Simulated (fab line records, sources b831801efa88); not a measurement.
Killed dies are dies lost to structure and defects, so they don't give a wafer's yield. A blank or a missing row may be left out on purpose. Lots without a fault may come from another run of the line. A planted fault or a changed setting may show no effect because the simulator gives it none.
fab line records | flow gf180mcu | part 1 of 2: steps 1 to 23 of 33
record lots=5 wafers=15 last_day=34
route steps=602 shown V5@565 TOP_METAL@567 PASSIVATION@587
lots that met no fault: from a run of the same line without faults
start_h: hours from the record's first day to the start of the lot's first wafer shown | wait_h: hours since the lot's step before | " the same as in the row above | L1.1+2: a row that stands for several wafers | - no value, or no start given | * or withheld: withheld | < > ~ a bound
route shown NAME@n: a module of which the file shows steps, and the number in the route of the first | usual: mean/standard deviation of fault-free wafers | same: alike in all rows | chamber/n: place in a boat | sites: the reading at each site | _std_site: their standard deviation | _edge_site: outer sites' mean less inner sites' | radius_mm: how far each site lies from the wafer's centre | mask NAME#n: copy n | behind: the tool/chamber that last shaped the wafer | hold: why the lot was held/for how many hours/how that ended | device: the transistor (n, p or np) that didn't switch | end of line: the same wafers' tests at the end of the route | a step without rows: its recipe alone | killed: dies lost to structure and defects at the first sort, not the wafer's yield | map: a wafer's dies, x killed, . not, _ none there
set.NAME: the setting as run; set.NAME@STEP: as run at that earlier step | model.NAME: the simulator's own value behind a step, which no gauge read
lots at some steps of the route; a table a step, a row a wafer
services: from which hour (start_h, from the record's first day; less than 0 if before it) a tool's chamber was out of use, for how many hours, and why
## steps
# step GF_V5_THK_MEAS_25
# recipe thk_meas_gauge=xrf reads=W_of_V5_CVD_23
# usual V5_W_THK=331/4.7
# columns lot.wafer tool chamber start_h wait_h V5_W_THK[nm]
L076.1 film_metro-03 - 641.00 0.1 329
L076.2 " - " " 327
L076.4 " - " " 330
L081.2 film_metro-03 - 683.35 0.1 333
L081.4 " - " " 335
L081.5 " - " " 336
L089.1 film_metro-03 - 734.22 0.1 327
L089.2 " - " " 331
L089.5 " - " " 330
L091.1 film_metro-03 - 758.20 0.1 329
L091.5 " - " " 324
L091.6 " - " " 327
L097.1 film_metro-04 - 782.62 0.1 331
L097.4 " - " " 328
L097.6 " - " " 331
# step GF_V5_CMP_26
# recipe stop_on=SiO2 down_force_psi=3.5 platen_rpm=60 t_overpolish_s=15 target_thk_nm=0 pad_velocity_m_s=0.94248
# usual motor_current_A=11.2/0.94 overpolish_run_s=14.999/0.009 time_to_endpoint_s=84/3.1
# columns lot.wafer tool chamber start_h wait_h motor_current_A overpolish_run_s time_to_endpoint_s
L076.2 cmp-02 3 641.11 0.1 13.1 15.007 88
L076.1 " 0 " " 9.5 15.006 85
L076.4 " 1 " " 10.8 15.003 81
L081.2 cmp-02 3 683.50 0.1 12.8 14.993 88
L081.4 " 0 " " 10.7 14.992 87
L081.5 " 1 " " 11.0 15.008 84
L089.1 cmp-02 1 734.33 0.1 11.4 15.002 86
L089.2 " 2 " " 10.5 14.975 87
L089.5 " 0 " " 10.3 14.991 86
L091.1 cmp-01 2 758.26 0.1 9.9 14.994 86
L091.5 " 2 " " 9.5 15.010 81
L091.6 " 3 " " 11.1 14.998 81
L097.1 cmp-02 3 782.73 0.1 12.8 14.991 86
L097.4 " 0 " " 10.7 15.001 82
L097.6 " 3 " " 12.0 14.987 84
# step GF_TOP_METAL_SPUTTER_00
# recipe material=Ti target_thk_nm=37.5 arriving_ion_energy_ev=80 substrate_temp_c=200 chamber_pressure_pa=2 power_w=4000 time_s=150
# usual throttle_valve_pct=29.9/1.3
# columns lot.wafer tool chamber start_h wait_h throttle_valve_pct
L076.1 pvd_sputter-03 - 641.36 0.1 31.2
L076.2 " - " " 27.9
L076.4 " - " " 30.3
L081.2 pvd_sputter-04 - 683.70 0.1 31.9
L081.4 " - " " 31.4
L081.5 " - " " 28.6
L089.1 pvd_sputter-01 - 734.58 0.2 29.4
L089.2 " - " " 27.3
L089.5 " - " " 28.9
L091.1 pvd_sputter-03 - 758.56 0.2 29.7
L091.5 " - " " 31.3
L091.6 " - " " 30.0
L097.1 pvd_sputter-04 - 782.98 0.2 28.8
L097.4 " - " " 30.9
L097.6 " - " " 31.2
# step GF_TOP_METAL_SPUTTER_01
# recipe material=TiN target_thk_nm=30 power_w=6500 time_s=25 chamber_pressure_pa=0.4
# usual throttle_valve_pct=29.9/1.3
# columns lot.wafer tool chamber start_h wait_h throttle_valve_pct
L076.1 pvd_sputter-03 - 641.46 0.1 31.2
L076.2 " - " " 28.1
L076.4 " - " " 30.4
L081.2 pvd_sputter-04 - 683.80 0.1 31.9
L081.4 " - " " 31.7
L081.5 " - " " 28.5
L089.1 pvd_sputter-01 - 734.68 0.1 29.1
L089.2 " - " " 27.4
L089.5 " - " " 29.0
L091.1 pvd_sputter-03 - 758.66 0.1 30.0
L091.5 " - " " 31.4
L091.6 " - " " 30.0
L097.1 pvd_sputter-04 - 783.08 0.1 28.7
L097.4 " - " " 31.3
L097.6 " - " " 31.2
# step GF_TOP_METAL_SPUTTER_02
# recipe material=AlCu target_thk_nm=900 power_w=10600 chamber_pressure_pa=0.3 substrate_temp_c=250 gas=Ar time_s=47.82
# usual throttle_valve_pct=29.8/1.3
# columns lot.wafer tool chamber start_h wait_h throttle_valve_pct
L076.1 pvd_sputter-03 - 641.49 0.0 31.3
L076.2 " - " " 27.8
L076.4 " - " " 30.1
L081.2 pvd_sputter-04 - 683.83 0.0 31.5
L081.4 " - " " 31.5
L081.5 " - " " 28.9
L089.1 pvd_sputter-01 - 734.71 0.0 29.3
L089.2 " - " " 27.4
L089.5 " - " " 28.9
L091.1 pvd_sputter-03 - 758.69 0.0 30.0
L091.5 " - " " 31.1
L091.6 " - " " 29.8
L097.1 pvd_sputter-04 - 783.12 0.0 28.8
L097.4 " - " " 31.3
L097.6 " - " " 31.3
# step GF_TOP_METAL_SPUTTER_03
# recipe material=Ti target_thk_nm=5 substrate_temp_c=300 chamber_pressure_pa=0.3 power_w=3000 time_s=3.3
# usual throttle_valve_pct=29.8/1.3
# columns lot.wafer tool chamber start_h wait_h throttle_valve_pct
L076.1 pvd_sputter-03 - 641.53 0.0 31.3
L076.2 " - " " 27.9
L076.4 " - " " 30.5
L081.2 pvd_sputter-04 - 683.87 0.0 31.7
L081.4 " - " " 31.7
L081.5 " - " " 28.9
L089.1 pvd_sputter-01 - 734.76 0.0 29.4
L089.2 " - " " 27.3
L089.5 " - " " 28.7
L091.1 pvd_sputter-03 - 758.74 0.0 29.8
L091.5 " - " " 30.9
L091.6 " - " " 30.0
L097.1 pvd_sputter-04 - 783.16 0.0 28.8
L097.4 " - " " 31.4
L097.6 " - " " 31.3
# step GF_TOP_METAL_SPUTTER_04
# recipe material=TiN target_thk_nm=25 power_w=6500 time_s=20.8 chamber_pressure_pa=0.4
# usual throttle_valve_pct=29.8/1.3
# columns lot.wafer tool chamber start_h wait_h throttle_valve_pct
L076.1 pvd_sputter-03 - 641.55 0.0 31.3
L076.2 " - " " 28.1
L076.4 " - " " 30.5
L081.2 pvd_sputter-04 - 683.89 0.0 31.5
L081.4 " - " " 31.5
L081.5 " - " " 28.6
L089.1 pvd_sputter-01 - 734.77 0.0 29.3
L089.2 " - " " 27.5
L089.5 " - " " 28.8
L091.1 pvd_sputter-03 - 758.75 0.0 29.7
L091.5 " - " " 31.2
L091.6 " - " " 29.8
L097.1 pvd_sputter-04 - 783.18 0.0 28.6
L097.4 " - " " 31.4
L097.6 " - " " 31.0
# step GF_TOP_METAL_RS_MEAS_05
# recipe thk_meas_gauge=four-point-probe reads=TiN_of_TOP_METAL_SPUTTER_04+Ti_of_TOP_METAL_SPUTTER_03+AlCu_of_TOP_METAL_SPUTTER_02+TiN_of_TOP_METAL_SPUTTER_01+Ti_of_TOP_METAL_SPUTTER_00
# usual TOP_METAL_ALCU_RS=0.0326/0.00031
# columns lot.wafer tool chamber start_h wait_h TOP_METAL_ALCU_RS[ohm/sq]
L076.1 film_metro-03 - 641.58 0.0 0.0323
L076.2 " - " " 0.0323
L076.4 " - " " 0.0324
L081.2 film_metro-02 - 683.94 0.0 0.0325
L081.4 " - " " 0.0323
L081.5 " - " " 0.0326
L089.1 film_metro-03 - 734.80 0.0 0.0333
L089.2 " - " " 0.0333
L089.5 " - " " 0.0331
L091.1 film_metro-03 - 758.78 0.0 0.0323
L091.5 " - " " 0.0324
L091.6 " - " " 0.0324
L097.1 film_metro-01 - 783.21 0.0 0.0327
L097.4 " - " " 0.0329
L097.6 " - " " 0.0329
# step GF_TOP_METAL_THK_MEAS_06
# recipe thk_meas_gauge=xrf reads=AlCu_of_TOP_METAL_SPUTTER_02
# usual TOP_METAL_ALCU_THK=894/11
# columns lot.wafer tool chamber start_h wait_h TOP_METAL_ALCU_THK[nm]
L076.1 film_metro-03 - 641.70 0.1 901
L076.2 " - " " 900
L076.4 " - " " 897
L081.2 film_metro-02 - 684.05 0.1 906
L081.4 " - " " 909
L081.5 " - " " 904
L089.1 film_metro-03 - 734.92 0.1 872
L089.2 " - " " 872
L089.5 " - " " 882
L091.1 film_metro-03 - 758.90 0.1 901
L091.5 " - " " 895
L091.6 " - " " 899
L097.1 film_metro-01 - 783.33 0.1 907
L097.4 " - " " 906
L097.6 " - " " 903
# step GF_TOP_METAL_DEHYDRATE_07
# recipe temp_c=200 time_s=60
# usual exhaust_pa=44.8/0.85
# columns lot.wafer tool chamber start_h wait_h exhaust_pa
L076.1 litho_track-01 0 650.62 8.9 45.1
L076.2 " 0 " " 44.5
L076.4 " 0 " " 44.0
L081.2 litho_track-04 0 692.62 8.6 45.1
L081.4 " 0 " " 44.8
L081.5 " 0 " " 45.4
L089.1 litho_track-02 0 742.71 7.8 44.2
L089.2 " 0 " " 45.6
L089.5 " 0 " " 45.1
L091.1 litho_track-04 0 765.89 7.0 44.6
L091.5 " 0 " " 43.2
L091.6 " 0 " " 44.6
L097.1 litho_track-01 0 790.22 6.9 44.9
L097.4 " 0 " " 43.8
L097.6 " 0 " " 44.6
# step GF_TOP_METAL_HMDS_08
# recipe prime_time_s=60 prime_temp_c=120
# usual exhaust_pa=45.1/0.95
# columns lot.wafer tool chamber start_h wait_h exhaust_pa
L076.1 litho_track-01 0 650.77 0.1 46.0
L076.2 " 0 " " 44.3
L076.4 " 0 " " 45.9
L081.2 litho_track-04 0 692.77 0.1 44.8
L081.4 " 0 " " 45.5
L081.5 " 0 " " 43.6
L089.1 litho_track-02 0 742.86 0.1 45.3
L089.2 " 0 " " 45.0
L089.5 " 0 " " 45.4
L091.1 litho_track-04 0 766.04 0.1 45.4
L091.5 " 0 " " 44.2
L091.6 " 0 " " 44.7
L097.1 litho_track-01 0 790.37 0.1 44.6
L097.4 " 0 " " 44.5
L097.6 " 0 " " 45.2
# step GF_TOP_METAL_COAT_09
# recipe resist=NOVOLAK spin_rpm=3000 resist_thk_nm=1477
# usual exhaust_pa=44.9/0.78
# columns lot.wafer tool chamber start_h wait_h exhaust_pa
L076.1 litho_track-01 0 650.92 0.1 45.3
L076.2 " 0 " " 46.1
L076.4 " 0 " " 44.9
L081.2 litho_track-04 0 692.92 0.1 45.7
L081.4 " 0 " " 45.8
L081.5 " 0 " " 44.9
L089.1 litho_track-02 0 743.01 0.1 44.0
L089.2 " 0 " " 45.0
L089.5 " 0 " " 44.7
L091.1 litho_track-04 0 766.19 0.1 45.3
L091.5 " 0 " " 45.2
L091.6 " 0 " " 45.7
L097.1 litho_track-01 0 790.52 0.1 45.5
L097.4 " 0 " " 45.0
L097.6 " 0 " " 44.5
# step GF_TOP_METAL_SOFTBAKE_10
# recipe temp_c=90 time_s=60 resist=NOVOLAK
# usual exhaust_pa=44.9/0.93
# columns lot.wafer tool chamber start_h wait_h exhaust_pa
L076.1 litho_track-01 0 651.07 0.1 45.6
L076.2 " 0 " " 46.5
L076.4 " 0 " " 45.7
L081.2 litho_track-04 0 693.07 0.1 44.8
L081.4 " 0 " " 42.8
L081.5 " 0 " " 45.2
L089.1 litho_track-02 0 743.16 0.1 43.1
L089.2 " 0 " " 44.6
L089.5 " 0 " " 43.8
L091.1 litho_track-04 0 766.34 0.1 43.3
L091.5 " 0 " " 43.8
L091.6 " 0 " " 43.4
L097.1 litho_track-01 0 790.67 0.1 45.9
L097.4 " 0 " " 44.2
L097.6 " 0 " " 46.3
# step GF_TOP_METAL_EXPOSE_11
# recipe mask_id=MetalTop target_cd_nm=440 na=0.6 source_shape=conventional sigma_outer=0.6 dose_mj=170
# usual exposure_dose_mJ_cm2=168.82/0.17 focus_offset_nm=-0.1/0.49
# columns lot.wafer tool chamber start_h wait_h mask exposure_dose_mJ_cm2 focus_offset_nm
L076.1 iline_stepper-01 0 - - MetalTop#0 168.93 -0.7
L076.2 " 0 " " MetalTop#0 168.77 -0.8
L076.4 " 0 " " MetalTop#0 168.96 0.2
L081.2 iline_stepper-01 0 - - MetalTop#0 168.82 0.4
L081.4 " 0 " " MetalTop#0 168.78 0.4
L081.5 " 0 " " MetalTop#0 168.63 -1.0
L089.1 iline_stepper-01 0 - - MetalTop#0 168.90 -0.6
L089.2 " 0 " " MetalTop#0 168.92 0.0
L089.5 " 0 " " MetalTop#0 168.72 0.5
L091.1 iline_stepper-01 0 - - MetalTop#0 168.88 0.3
L091.5 " 0 " " MetalTop#0 168.81 0.3
L091.6 " 0 " " MetalTop#0 168.90 0.5
L097.1 iline_stepper-02 0 - - MetalTop#0 168.79 1.2
L097.4 " 0 " " MetalTop#0 168.72 0.2
L097.6 " 0 " " MetalTop#0 168.86 -0.5
# step GF_TOP_METAL_PEB_12
# recipe temp_c=withheld time_s=* resist=NOVOLAK
# usual exhaust_pa=45.2/0.88
# columns lot.wafer tool chamber start_h wait_h exhaust_pa
L076.1 litho_track-04 0 - - 45.1
L076.2 " 0 " " 44.2
L076.4 " 0 " " 44.7
L081.2 litho_track-01 0 - - 44.9
L081.4 " 0 " " 45.5
L081.5 " 0 " " 44.7
L089.1 litho_track-01 0 - - 46.9
L089.2 " 0 " " 46.7
L089.5 " 0 " " 47.0
L091.1 litho_track-04 0 - - 44.4
L091.5 " 0 " " 44.9
L091.6 " 0 " " 45.3
L097.1 litho_track-01 0 - - 43.6
L097.4 " 0 " " 43.2
L097.6 " 0 " " 43.7
# step GF_TOP_METAL_DEVELOP_13
# recipe develop_time_s=60 dev_temp_c=23
# usual exhaust_pa=44.9/0.96
# columns lot.wafer tool chamber start_h wait_h exhaust_pa
L076.1 litho_track-04 0 660.75 0.1 45.8
L076.2 " 0 " " 44.1
L076.4 " 0 " " 43.9
L081.2 litho_track-01 0 702.54 0.1 44.3
L081.4 " 0 " " 44.3
L081.5 " 0 " " 44.4
L089.1 litho_track-01 0 751.47 0.1 43.5
L089.2 " 0 " " 45.3
L089.5 " 0 " " 44.7
L091.1 litho_track-04 0 774.74 0.1 43.9
L091.5 " 0 " " 44.9
L091.6 " 0 " " 44.1
L097.1 litho_track-01 0 798.22 0.1 44.2
L097.4 " 0 " " 44.6
L097.6 " 0 " " 45.3
# step GF_TOP_METAL_CD_MEAS_14
# recipe target_cd_nm=440
# usual cd_nm=439.4/2.5
# columns lot.wafer tool chamber start_h wait_h cd_nm
L076.1 cd_sem-02 - 660.90 0.1 441.3
L076.2 " - " " 441.5
L076.4 " - " " 440.9
L081.2 cd_sem-02 - 702.69 0.1 441.5
L081.4 " - " " 441.6
L081.5 " - " " 440.9
L089.1 cd_sem-01 - 751.62 0.1 436.4
L089.2 " - " " 437.0
L089.5 " - " " 436.9
L091.1 cd_sem-02 - 774.89 0.1 442.6
L091.5 " - " " 441.5
L091.6 " - " " 442.4
L097.1 cd_sem-02 - 798.37 0.1 441.7
L097.4 " - " " 442.5
L097.6 " - " " 444.4
# step GF_TOP_METAL_OVL_MEAS_15
# usual TOP_METAL_OVL=0.2/1.5
# columns lot.wafer tool chamber start_h wait_h TOP_METAL_OVL[nm]
L076.1 overlay-02 - 661.02 0.1 -2.4
L076.2 " - " " -0.3
L076.4 " - " " -1.5
L081.2 overlay-01 - 702.80 0.1 -1.8
L081.4 " - " " -2.0
L081.5 " - " " -3.2
L089.1 overlay-02 - 751.74 0.1 1.3
L089.2 " - " " 1.1
L089.5 " - " " -0.7
L091.1 overlay-02 - 775.01 0.1 1.3
L091.5 " - " " 0.0
L091.6 " - " " 0.4
L097.1 overlay-02 - 798.49 0.1 -0.2
L097.4 " - " " -0.4
L097.6 " - " " 0.6
# step GF_TOP_METAL_METAL_ETCH_16
# recipe chemistry=Cl2/BCl3 mask_material=NOVOLAK target_depth_nm=1077.5 stop_on=SiO2 pressure_mtorr=8 icp_w=800 bias_w=140 Cl2_flow_sccm=80 bcl3_flow_sccm=40 time_s=179.6
# usual bcl3_flow_sccm=39.99/0.11 chamber_pressure_mTorr=8.001/0.0074 drypump_motor_current_A=5.93/0.29 oes_product_au=0.966/0.0062 throttle_valve_pct=28.257/0.0098
# columns lot.wafer tool chamber start_h wait_h bcl3_flow_sccm chamber_pressure_mTorr drypump_motor_current_A oes_product_au rf_hours_counter_h throttle_valve_pct
L076.1 rie_metal-03 0 661.05 0.0 40.09 8.004 5.75 0.974 6.0 28.260
L076.2 " 1 " " 39.69 7.998 6.31 0.973 1.5 28.253
L076.4 " 0 " " 39.87 7.998 5.74 0.970 - 28.252
L081.2 rie_metal-04 0 702.83 0.0 40.06 8.008 5.56 0.967 6.7 28.261
L081.4 " 1 " " 39.93 8.002 5.82 0.975 - 28.237
L081.5 " 1 " " 39.87 8.006 5.83 0.970 - 28.259
L089.1 rie_metal-04 0 751.78 0.0 40.10 8.000 5.56 0.954 8.0 28.268
L089.2 " 1 " " 39.88 8.014 5.81 0.959 6.1 28.246
L089.5 " 0 " " 39.94 8.007 5.58 0.960 - 28.262
L091.1 rie_metal-04 1 775.05 0.0 40.18 7.997 5.82 0.974 7.2 28.245
L091.5 " 1 " " 39.83 7.998 5.83 0.978 - 28.254
L091.6 " 0 " " 39.99 7.987 5.60 0.970 - 28.248
L097.1 rie_metal-03 0 798.52 0.0 39.99 7.996 5.74 0.963 11.8 28.263
L097.4 " 0 " " 39.99 8.016 5.75 0.957 - 28.248
L097.6 " 0 " " 40.02 8.005 5.73 0.967 - 28.258
# step GF_TOP_METAL_STRIP_17
# recipe chemistry=O2/N2 power_w=1400 pressure_mtorr=1500 platen_temp_c=250 o2_flow_sccm=3000 n2_flow_sccm=300 overash_fraction=0.5
# usual chamber_pressure_mTorr=1499.9/1.3 drypump_motor_current_A=5.9/0.49 heater_power_w=343/32 oes_product_au=0.710/0.0048 strip_time_to_endpoint_s=13.16/0.061
# columns lot.wafer tool chamber start_h wait_h chamber_pressure_mTorr drypump_motor_current_A heater_power_w oes_product_au rf_hours_counter_h strip_time_to_endpoint_s
L076.1 plasma_asher-04 0 661.23 0.1 1498.5 5.7 309 0.709 108 13.23
L076.2 " 1 " " 1498.3 4.8 292 0.722 108 13.22
L076.4 " 0 " " 1499.9 5.7 307 0.712 - 13.24
L081.2 plasma_asher-04 0 703.00 0.1 1498.2 5.7 307 0.713 110 13.21
L081.4 " 1 " " 1501.0 4.8 295 0.707 - 13.13
L081.5 " 0 " " 1501.2 5.7 308 0.708 - 13.11
L089.1 plasma_asher-03 0 751.95 0.1 1499.4 6.2 323 0.705 103 13.13
L089.2 " 1 " " 1499.9 6.2 341 0.708 103 13.11
L089.5 " 1 " " 1501.5 6.2 345 0.703 - 13.08
L091.1 plasma_asher-04 0 775.22 0.1 1499.7 5.7 311 0.713 3 13.10
L091.5 " 0 " " 1500.9 5.7 305 0.710 - 13.06
L091.6 " 1 " " 1499.9 4.8 287 0.713 - 13.06
L097.1 plasma_asher-04 1 798.87 0.3 1501.4 4.8 285 0.712 6 13.24
L097.4 " 1 " " 1500.2 4.8 294 0.708 - 13.28
L097.6 " 0 " " 1498.5 5.7 312 0.711 - 13.26
# step GF_TOP_METAL_STRIP_18
# recipe chemistry=post_etch_residue_remover time_s=1200 temp_c=72.5
# usual bath_guard_temp_C=72.5/0.53 bath_heat_duty_pct=13.6/1.7
# columns lot.wafer tool chamber start_h wait_h bath_guard_temp_C bath_heat_duty_pct
L076.1 wet_bench-01 3 661.33 0.1 72.0 11.8
L076.2 " 3 " " 71.5 11.3
L076.4 " 3 " " 71.7 10.8
L081.2 wet_bench-03 0 703.10 0.1 72.6 15.5
L081.4 " 0 " " 72.7 15.8
L081.5 " 0 " " 72.6 14.4
L089.1 wet_bench-01 3 752.05 0.1 71.8 11.2
L089.2 " 3 " " 71.6 11.8
L089.5 " 3 " " 71.7 10.7
L091.1 wet_bench-02 2 775.32 0.1 72.2 13.3
L091.5 " 2 " " 72.1 13.7
L091.6 " 2 " " 72.2 13.3
L097.1 wet_bench-02 0 798.97 0.1 72.9 14.8
L097.4 " 0 " " 73.0 13.9
L097.6 " 0 " " 72.6 13.6
# step GF_TOP_METAL_CLEAN_19
# recipe chemistry=DIW dry=n2_spin
# columns lot.wafer tool chamber start_h wait_h
L076.1+2+4 wet_bench-03 2 661.67 0.0
L081.2+4+5 wet_bench-01 1 703.44 0.0
L089.1+2+5 wet_bench-03 0 752.39 0.0
L091.1+5+6 wet_bench-01 1 775.67 0.0
L097.1+4+6 wet_bench-01 0 799.35 0.0
# step GF_PASSIVATION_CVD_00
# recipe material=SiO2 target_thk_nm=1000 precursor=TEOS temp_c=400 time_s=111.95 rf_w=600
# usual heater_power_w=672/100 susceptor_temp_C=400.01/0.22
# columns lot.wafer tool chamber start_h wait_h heater_power_w susceptor_temp_C
L076.1 pecvd-03 1 661.76 0.0 899 399.79
L076.2 " 2 " " 624 400.01
L076.4 " 0 " " 671 400.11
L081.2 pecvd-03 1 703.55 0.0 895 399.66
L081.4 " 1 " " 725 399.87
L081.5 " 2 " " 580 399.65
L089.1 pecvd-03 0 752.49 0.0 557 399.99
L089.2 " 2 " " 659 400.22
L089.5 " 2 " " 726 399.89
L091.1 pecvd-02 0 775.77 0.0 615 399.97
L091.5 " 0 " " 640 399.95
L091.6 " 1 " " 627 400.14
L097.1 pecvd-01 2 799.45 0.0 725 399.81
L097.4 " 0 " " 583 400.24
L097.6 " 0 " " 607 400.06
